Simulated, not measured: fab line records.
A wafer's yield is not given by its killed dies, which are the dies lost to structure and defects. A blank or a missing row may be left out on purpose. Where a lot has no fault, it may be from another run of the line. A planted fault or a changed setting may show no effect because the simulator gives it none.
fab line records    flow sky130
record lots=24  wafers=72  last_day=50
route steps=708 shown LI_CONTACT@375 METAL2@489 VIA2@528 METAL3@535
lots untouched by any fault: they come from a run of this same line in which no faults occurred
start_h: hours from the record's first day to the start of the lot's first wafer shown    wait_h: hours from the lot's prior step to this one    " as in the row above    L1.1+2: one row covering several wafers at once    - no value present, or no start provided    * or withheld: withheld    < > ~ a bound
route shown NAME@n: NAME is a module with steps in the file, n the number in the route of the first one    usual: mean and standard deviation over wafers with no fault    same: alike in all rows    chamber/n: place in a boat    sites: the reading at each site    _std_site: the standard deviation of these    _edge_site: the outer-site mean with the inner-site mean subtracted    radius_mm: for every site, how far away it sits from the centre of the wafer    mask NAME#n: copy n    behind: the last tool/chamber to shape the wafer    hold: what put the lot on hold/how long, in hours/how the hold closed    device: which transistor (n, p or np) failed to switch    end of line: the route-end tests of the same wafers    a step given without rows: its recipe and nothing more    killed: the dies lost at the first sort to structure and to defects; this is not the yield of the wafer    map: dies across one wafer; x = killed, . = not, _ = none there
set.NAME: the run value of the setting; set.NAME@STEP: its run value at that earlier step    model.NAME: the simulator's own value behind a step, which no gauge read
a sample of lots followed through the steps of the route, with each step as a table and each wafer as a row
services: a tool's chamber out of use, with start hour (start_h, from the record's first day; less than 0 if before it), hours out, and reason
## steps
# step SKY_LI_CONTACT_OVL_MEAS_13
# usual LI_CONTACT_OVL=0/4.8
lot.wafer  tool        chamber  start_h  wait_h  LI_CONTACT_OVL[nm]
L074.1     overlay-02  -        691.87   0.1     8
L074.3     "           -        "        "       6
L074.6     "           -        "        "       4
L075.1     overlay-02  -        699.67   0.1     -2
L075.2     "           -        "        "       -3
L075.3     "           -        "        "       1
L076.2     overlay-01  -        707.10   0.1     -2
L076.3     "           -        "        "       -2
L076.4     "           -        "        "       -3
L077.1     overlay-02  -        713.20   0.1     -2
L077.4     "           -        "        "       -2
L077.5     "           -        "        "       -5
L078.1     overlay-01  -        726.64   0.1     6
L078.2     "           -        "        "       -7
L078.3     "           -        "        "       -1
L079.2     overlay-01  -        731.77   0.1     5
L079.5     "           -        "        "       11
L079.6     "           -        "        "       12
L080.3     overlay-01  -        739.03   0.1     -2
L080.4     "           -        "        "       1
L080.6     "           -        "        "       -5
L081.2     overlay-02  -        756.60   0.1     6
L081.4     "           -        "        "       -1
L081.5     "           -        "        "       -2
L082.1     overlay-01  -        776.65   0.1     -4
L082.2     "           -        "        "       -5
L082.4     "           -        "        "       -11
L083.1     overlay-01  -        779.04   0.1     8
L083.4     "           -        "        "       1
L083.6     "           -        "        "       0
L084.1     overlay-01  -        784.25   0.1     1
L084.2     "           -        "        "       -2
L084.3     "           -        "        "       -7
L086.1     overlay-01  -        789.67   0.1     12
L086.5     "           -        "        "       4
L086.6     "           -        "        "       5
L085.1     overlay-02  -        790.35   0.1     7
L085.5     "           -        "        "       7
L085.6     "           -        "        "       2
L087.4     overlay-01  -        793.12   0.1     -1
L087.5     "           -        "        "       0
L087.6     "           -        "        "       1
L088.3     overlay-01  -        804.18   0.1     -8
L088.5     "           -        "        "       -5
L088.6     "           -        "        "       -4
L089.2     overlay-01  -        809.85   0.1     -3
L089.3     "           -        "        "       -10
L089.5     "           -        "        "       -7
L090.2     overlay-02  -        814.65   0.1     7
L090.3     "           -        "        "       -1
L090.5     "           -        "        "       -1
L091.2     overlay-02  -        821.47   0.1     -4
L091.3     "           -        "        "       4
L091.4     "           -        "        "       0
L093.1     overlay-01  -        830.27   0.1     -3
L093.3     "           -        "        "       0
L093.6     "           -        "        "       -1
L092.3     overlay-01  -        836.90   0.1     -4
L092.4     "           -        "        "       -5
L092.5     "           -        "        "       -7
L094.1     overlay-01  -        844.52   0.1     0
L094.2     "           -        "        "       5
L094.4     "           -        "        "       12
L095.1     overlay-01  -        851.79   0.1     1
L095.2     "           -        "        "       -1
L095.5     "           -        "        "       2
L096.2     overlay-01  -        855.37   0.1     8
L096.3     "           -        "        "       9
L096.5     "           -        "        "       2
L097.1     overlay-02  -        863.42   0.1     2
L097.4     "           -        "        "       -6
L097.5     "           -        "        "       -2
# step SKY_LI_CONTACT_THK_MEAS_23
# recipe thk_meas_gauge=xrf  reads=W_of_LI_CONTACT_CVD_21
# usual LI_CONTACT_W_THK=389/5.4
lot.wafer  tool           chamber  start_h  wait_h  LI_CONTACT_W_THK[nm]
L074.1     film_metro-02  -        692.71   0.1     392
L074.3     "              -        "        "       388
L074.6     "              -        "        "       391
L075.1     film_metro-04  -        700.51   0.1     381
L075.2     "              -        "        "       391
L075.3     "              -        "        "       387
L076.2     film_metro-04  -        708.07   0.1     392
L076.3     "              -        "        "       389
L076.4     "              -        "        "       383
L077.1     film_metro-04  -        714.16   0.1     387
L077.4     "              -        "        "       384
L077.5     "              -        "        "       386
L078.1     film_metro-02  -        727.48   0.1     392
L078.2     "              -        "        "       405
L078.3     "              -        "        "       400
L079.2     film_metro-02  -        732.62   0.1     393
L079.5     "              -        "        "       395
L079.6     "              -        "        "       397
L080.3     film_metro-02  -        739.89   0.1     391
L080.4     "              -        "        "       395
L080.6     "              -        "        "       397
L081.2     film_metro-04  -        757.44   0.1     380
L081.4     "              -        "        "       384
L081.5     "              -        "        "       380
L082.1     film_metro-01  -        777.49   0.1     396
L082.2     "              -        "        "       385
L082.4     "              -        "        "       395
L083.1     film_metro-02  -        779.90   0.1     395
L083.4     "              -        "        "       401
L083.6     "              -        "        "       395
L084.1     film_metro-04  -        785.42   0.1     391
L084.2     "              -        "        "       389
L084.3     "              -        "        "       389
L086.1     film_metro-01  -        790.67   0.1     394
L086.5     "              -        "        "       394
L086.6     "              -        "        "       390
L085.1     film_metro-04  -        791.20   0.1     386
L085.5     "              -        "        "       387
L085.6     "              -        "        "       383
L087.4     film_metro-02  -        793.97   0.1     388
L087.5     "              -        "        "       388
L087.6     "              -        "        "       395
L088.3     film_metro-04  -        805.03   0.1     385
L088.5     "              -        "        "       387
L088.6     "              -        "        "       387
L089.2     film_metro-04  -        810.69   0.1     387
L089.3     "              -        "        "       384
L089.5     "              -        "        "       387
L090.2     film_metro-01  -        815.49   0.1     380
L090.3     "              -        "        "       383
L090.5     "              -        "        "       386
L091.2     film_metro-02  -        822.44   0.1     387
L091.3     "              -        "        "       389
L091.4     "              -        "        "       385
L093.1     film_metro-01  -        831.14   0.1     385
L093.3     "              -        "        "       378
L093.6     "              -        "        "       382
L092.3     film_metro-04  -        837.75   0.1     387
L092.4     "              -        "        "       395
L092.5     "              -        "        "       389
L094.1     film_metro-01  -        845.36   0.1     398
L094.2     "              -        "        "       389
L094.4     "              -        "        "       397
L095.1     film_metro-01  -        852.63   0.1     389
L095.2     "              -        "        "       383
L095.5     "              -        "        "       384
L096.2     film_metro-01  -        856.22   0.1     388
L096.3     "              -        "        "       391
L096.5     "              -        "        "       388
L097.1     film_metro-02  -        864.26   0.1     388
L097.4     "              -        "        "       390
L097.5     "              -        "        "       386
# step SKY_METAL2_THK_MEAS_06
# recipe thk_meas_gauge=xrf  reads=AlCu_of_METAL2_SPUTTER_02
# usual METAL2_ALCU_THK=246/3.8
lot.wafer  tool           chamber  start_h  wait_h  METAL2_ALCU_THK[nm]
L074.1     film_metro-04  -        809.18   0.1     243
L074.3     "              -        "        "       243
L074.6     "              -        "        "       241
L075.1     film_metro-03  -        815.48   0.1     249
L075.2     "              -        "        "       253
L075.3     "              -        "        "       254
L076.2     film_metro-04  -        822.78   0.1     246
L076.3     "              -        "        "       244
L076.4     "              -        "        "       243
L077.1     film_metro-03  -        827.60   0.1     246
L077.4     "              -        "        "       244
L077.5     "              -        "        "       249
L078.1     film_metro-03  -        840.11   0.1     244
L078.2     "              -        "        "       243
L078.3     "              -        "        "       245
L079.2     film_metro-02  -        845.82   0.1     247
L079.5     "              -        "        "       250
L079.6     "              -        "        "       246
L080.3     film_metro-02  -        854.58   0.1     243
L080.4     "              -        "        "       245
L080.6     "              -        "        "       243
L081.2     film_metro-04  -        870.18   0.1     241
L081.4     "              -        "        "       242
L081.5     "              -        "        "       241
L082.1     film_metro-03  -        890.41   0.1     248
L082.2     "              -        "        "       248
L082.4     "              -        "        "       249
L083.1     film_metro-04  -        892.08   0.1     247
L083.4     "              -        "        "       247
L083.6     "              -        "        "       246
L084.1     film_metro-02  -        896.53   0.1     246
L084.2     "              -        "        "       242
L084.3     "              -        "        "       246
L085.1     film_metro-03  -        902.89   0.1     242
L085.5     "              -        "        "       243
L085.6     "              -        "        "       243
L086.1     film_metro-02  -        903.19   0.1     249
L086.5     "              -        "        "       251
L086.6     "              -        "        "       249
L087.4     film_metro-04  -        905.61   0.1     244
L087.5     "              -        "        "       244
L087.6     "              -        "        "       242
L088.3     film_metro-03  -        917.27   0.1     249
L088.5     "              -        "        "       249
L088.6     "              -        "        "       242
L089.2     film_metro-04  -        921.96   0.1     242
L089.3     "              -        "        "       244
L089.5     "              -        "        "       242
L090.2     film_metro-03  -        927.57   0.1     247
L090.3     "              -        "        "       246
L090.5     "              -        "        "       248
L091.2     film_metro-03  -        934.11   0.1     249
L091.3     "              -        "        "       252
L091.4     "              -        "        "       252
L093.1     film_metro-04  -        941.31   0.1     247
L093.3     "              -        "        "       241
L093.6     "              -        "        "       246
L092.3     film_metro-04  -        948.63   0.1     247
L092.4     "              -        "        "       246
L092.5     "              -        "        "       245
L094.1     film_metro-02  -        955.84   0.1     251
L094.2     "              -        "        "       250
L094.4     "              -        "        "       248
L095.1     film_metro-03  -        961.74   0.1     253
L095.2     "              -        "        "       250
L095.5     "              -        "        "       252
L096.2     film_metro-04  -        965.22   0.1     242
L096.3     "              -        "        "       240
L096.5     "              -        "        "       241
L097.1     film_metro-03  -        971.45   0.1     250
L097.4     "              -        "        "       251
L097.5     "              -        "        "       251
# step SKY_VIA2_CVD_21
# recipe material=W  target_thk_nm=420  time_s=126.4  temp_c=400  pressure_torr=40
# usual heater_power_w=808/76
lot.wafer  tool      chamber  start_h  wait_h  heater_power_w
L074.1     cvd_w-01  0        863.96   0.0     864
L074.3     "         0        "        "       867
L074.6     "         0        "        "       872
L075.1     cvd_w-01  1        871.00   0.0     746
L075.2     "         0        "        "       886
L075.3     "         0        "        "       875
L076.2     cvd_w-02  1        878.31   0.0     869
L076.3     "         0        "        "       800
L076.4     "         1        "        "       873
L077.1     cvd_w-02  1        882.31   0.0     852
L077.4     "         1        "        "       889
L077.5     "         0        "        "       801
L078.1     cvd_w-01  0        894.05   0.0     879
L078.2     "         1        "        "       744
L078.3     "         0        "        "       889
L079.2     cvd_w-02  1        900.67   0.0     851
L079.5     "         1        "        "       876
L079.6     "         0        "        "       790
L080.3     cvd_w-02  1        909.23   0.1     854
L080.4     "         0        "        "       789
L080.6     "         0        "        "       798
L081.2     cvd_w-02  1        924.34   0.0     862
L081.4     "         1        "        "       858
L081.5     "         0        "        "       794
L082.1     cvd_w-01  1        944.40   0.0     676
L082.2     "         0        "        "       894
L082.4     "         0        "        "       904
L083.1     cvd_w-01  0        945.90   0.0     874
L083.4     "         1        "        "       681
L083.6     "         1        "        "       702
L084.1     cvd_w-02  1        949.32   0.0     862
L084.2     "         0        "        "       796
L084.3     "         1        "        "       866
L085.1     cvd_w-02  1        955.91   0.0     868
L085.5     "         0        "        "       784
L085.6     "         1        "        "       876
L086.1     cvd_w-01  1        956.31   0.0     687
L086.5     "         0        "        "       889
L086.6     "         1        "        "       663
L087.4     cvd_w-01  1        957.26   0.1     684
L087.5     "         1        "        "       685
L087.6     "         0        "        "       873
L088.3     cvd_w-02  1        969.24   0.1     863
L088.5     "         0        "        "       784
L088.6     "         1        "        "       889
L089.2     cvd_w-02  0        974.12   0.0     805
L089.3     "         1        "        "       876
L089.5     "         0        "        "       798
L090.2     cvd_w-01  0        978.83   0.0     861
L090.3     "         0        "        "       879
L090.5     "         1        "        "       692
L091.2     cvd_w-01  0        985.25   0.0     871
L091.3     "         1        "        "       684
L091.4     "         0        "        "       876
L093.1     cvd_w-01  1        991.50   0.0     677
L093.3     "         1        "        "       668
L093.6     "         0        "        "       866
L092.3     cvd_w-01  0        998.96   0.1     889
L092.4     "         1        "        "       705
L092.5     "         1        "        "       672
L094.1     cvd_w-01  0        1006.69  0.0     889
L094.2     "         1        "        "       679
L094.4     "         0        "        "       873
L095.1     cvd_w-02  1        1012.49  0.2     874
L095.2     "         0        "        "       795
L095.5     "         0        "        "       766
L096.2     cvd_w-02  1        1015.52  0.1     861
L096.3     "         1        "        "       843
L096.5     "         1        "        "       877
L097.1     cvd_w-01  0        1020.96  0.0     878
L097.4     "         0        "        "       889
L097.5     "         1        "        "       670
# step SKY_METAL3_SPUTTER_03
# recipe material=Ti  target_thk_nm=5  power_w=3000  time_s=3.3  chamber_pressure_pa=0.4
# usual throttle_valve_pct=30.1/0.64
lot.wafer  tool            chamber  start_h  wait_h  throttle_valve_pct
L074.1     pvd_sputter-01  -        864.79   0.0     29.6
L074.3     "               -        "        "       30.8
L074.6     "               -        "        "       30.1
L075.1     pvd_sputter-04  -        871.70   0.0     29.7
L075.2     "               -        "        "       28.8
L075.3     "               -        "        "       30.5
L076.2     pvd_sputter-01  -        879.01   0.0     30.3
L076.3     "               -        "        "       29.3
L076.4     "               -        "        "       29.7
L077.1     pvd_sputter-03  -        883.01   0.0     30.6
L077.4     "               -        "        "       30.5
L077.5     "               -        "        "       30.2
L078.1     pvd_sputter-03  -        894.74   0.0     30.2
L078.2     "               -        "        "       30.7
L078.3     "               -        "        "       30.6
L079.2     pvd_sputter-01  -        901.37   0.0     30.8
L079.5     "               -        "        "       29.5
L079.6     "               -        "        "       30.7
L080.3     pvd_sputter-03  -        909.88   0.0     29.0
L080.4     "               -        "        "       30.8
L080.6     "               -        "        "       30.3
L081.2     pvd_sputter-03  -        925.04   0.0     30.2
L081.4     "               -        "        "       29.2
L081.5     "               -        "        "       30.6
L082.1     pvd_sputter-01  -        945.23   0.0     29.4
L082.2     "               -        "        "       30.7
L082.4     "               -        "        "       29.6
L083.1     pvd_sputter-04  -        946.60   0.0     29.8
L083.4     "               -        "        "       31.1
L083.6     "               -        "        "       30.7
L084.1     pvd_sputter-04  -        950.02   0.0     29.8
L084.2     "               -        "        "       30.4
L084.3     "               -        "        "       30.8
L085.1     pvd_sputter-04  -        956.61   0.0     30.1
L085.5     "               -        "        "       30.2
L085.6     "               -        "        "       29.6
L086.1     pvd_sputter-03  -        957.00   0.0     30.5
L086.5     "               -        "        "       29.3
L086.6     "               -        "        "       30.1
L087.4     pvd_sputter-01  -        957.91   0.0     29.0
L087.5     "               -        "        "       29.7
L087.6     "               -        "        "       31.0
L088.3     pvd_sputter-01  -        969.90   0.0     30.8
L088.5     "               -        "        "       29.9
L088.6     "               -        "        "       29.4
L089.2     pvd_sputter-04  -        974.82   0.0     31.1
L089.3     "               -        "        "       29.7
L089.5     "               -        "        "       30.9
L090.2     pvd_sputter-03  -        979.52   0.0     30.6
L090.3     "               -        "        "       30.0
L090.5     "               -        "        "       30.4
L091.2     pvd_sputter-04  -        986.02   0.0     30.9
L091.3     "               -        "        "       28.8
L091.4     "               -        "        "       30.6
L093.1     pvd_sputter-01  -        992.20   0.0     30.4
L093.3     "               -        "        "       30.9
L093.6     "               -        "        "       29.7
L092.3     pvd_sputter-03  -        999.61   0.0     30.6
L092.4     "               -        "        "       29.1
L092.5     "               -        "        "       30.7
L094.1     pvd_sputter-01  -        1007.58  0.0     29.6
L094.2     "               -        "        "       30.2
L094.4     "               -        "        "       30.2
L095.1     pvd_sputter-04  -        1013.18  0.0     29.0
L095.2     "               -        "        "       29.7
L095.5     "               -        "        "       30.1
L096.2     pvd_sputter-03  -        1016.21  0.0     30.5
L096.3     "               -        "        "       30.0
L096.5     "               -        "        "       30.7
L097.1     pvd_sputter-01  -        1021.75  0.0     29.8
L097.4     "               -        "        "       30.9
L097.5     "               -        "        "       30.2
# step SKY_METAL3_CD_MEAS_13
# recipe target_cd_nm=300
# usual cd_nm=299.9/1.2
lot.wafer  tool       chamber  start_h  wait_h  cd_nm
L074.1     cd_sem-02  -        917.32   -       299.4
L074.3     "          -        "        "       298.3
L074.6     "          -        "        "       298.5
L075.1     cd_sem-01  -        923.55   -       300.5
L075.2     "          -        "        "       299.5
L075.3     "          -        "        "       299.4
L076.2     cd_sem-01  -        931.15   -       299.7
L076.3     "          -        "        "       298.2
L076.4     "          -        "        "       298.7
L077.1     cd_sem-02  -        934.88   -       298.5
L077.4     "          -        "        "       299.9
L077.5     "          -        "        "       299.1
L078.1     cd_sem-02  -        945.90   -       301.7
L078.2     "          -        "        "       299.7
L078.3     "          -        "        "       300.0
L079.2     cd_sem-02  -        952.04   -       299.5
L079.5     "          -        "        "       299.4
L079.6     "          -        "        "       297.8
L080.3     cd_sem-02  -        961.74   -       300.1
L080.4     "          -        "        "       299.1
L080.6     "          -        "        "       300.6
L081.2     cd_sem-01  -        975.77   -       301.0
L081.4     "          -        "        "       300.9
L081.5     "          -        "        "       299.3
L082.1     cd_sem-02  -        994.50   -       299.4
L082.2     "          -        "        "       299.4
L082.4     "          -        "        "       299.9
L083.1     cd_sem-02  -        995.65   -       300.9
L083.4     "          -        "        "       301.2
L083.6     "          -        "        "       301.8
L084.1     cd_sem-02  -        999.10   -       301.1
L084.2     "          -        "        "       300.8
L084.3     "          -        "        "       300.9
L085.1     cd_sem-02  -        1005.45  -       302.8
L085.5     "          -        "        "       303.0
L085.6     "          -        "        "       301.9
L086.1     cd_sem-02  -        1005.73  -       298.5
L086.5     "          -        "        "       299.6
L086.6     "          -        "        "       299.1
L087.4     cd_sem-01  -        1007.08  -       301.4
L087.5     "          -        "        "       301.0
L087.6     "          -        "        "       302.4
L088.3     cd_sem-01  -        1018.37  -       299.9
L088.5     "          -        "        "       300.5
L088.6     "          -        "        "       298.6
L089.2     cd_sem-02  -        1023.30  -       299.4
L089.3     "          -        "        "       298.3
L089.5     "          -        "        "       298.1
L090.2     cd_sem-02  -        1027.55  -       300.0
L090.3     "          -        "        "       302.1
L090.5     "          -        "        "       301.1
L091.2     cd_sem-01  -        1033.29  -       300.6
L091.3     "          -        "        "       300.8
L091.4     "          -        "        "       301.2
L093.1     cd_sem-02  -        1040.30  -       301.4
L093.3     "          -        "        "       300.5
L093.6     "          -        "        "       301.0
L092.3     cd_sem-01  -        1046.67  -       299.9
L092.4     "          -        "        "       299.4
L092.5     "          -        "        "       298.6
L094.1     cd_sem-02  -        1054.53  -       298.4
L094.2     "          -        "        "       298.1
L094.4     "          -        "        "       297.7
L095.1     cd_sem-02  -        1059.83  -       300.7
L095.2     "          -        "        "       299.9
L095.5     "          -        "        "       299.0
L096.2     cd_sem-02  -        1062.90  -       297.3
L096.3     "          -        "        "       297.7
L096.5     "          -        "        "       296.3
L097.1     cd_sem-02  -        1066.73  -       299.9
L097.4     "          -        "        "       299.7
L097.5     "          -        "        "       300.1
## services
tool            chamber  start_h  hours  kind
cvd_w-01        1        863.86   2.7    repair
pvd_sputter-01  -        871.05   5.2    repair
cvd_w-01        1        895.32   3.9    repair
cvd_w-01        -        904.00   14.0   pm
cvd_w-01        0        904.00   14.0   vent_cycle
cvd_w-01        1        904.00   14.0   vent_cycle
cvd_w-01        0        918.00   -      clean
cvd_w-01        1        918.00   -      clean
cvd_w-02        -        937.02   6.9    pm
pvd_sputter-04  3        938.33   -      consumable_replace:kit
pvd_sputter-04  3        938.33   18.0   scheduled_down
pvd_sputter-04  3        938.33   18.0   vent_cycle
pvd_sputter-03  -        945.43   2.0    repair
pvd_sputter-04  -        952.73   1.8    repair
cvd_w-02        -        961.17   2.8    pm
pvd_sputter-01  -        978.88   1.9    repair
pvd_sputter-01  1        992.26   -      consumable_replace:kit
pvd_sputter-01  1        992.26   18.0   scheduled_down
pvd_sputter-01  1        992.26   18.0   vent_cycle
pvd_sputter-03  3        1004.08  -      consumable_replace:kit
pvd_sputter-03  3        1004.08  18.0   scheduled_down
pvd_sputter-03  3        1004.08  18.0   vent_cycle
cvd_w-01        -        1011.84  6.9    pm
## key
fault none
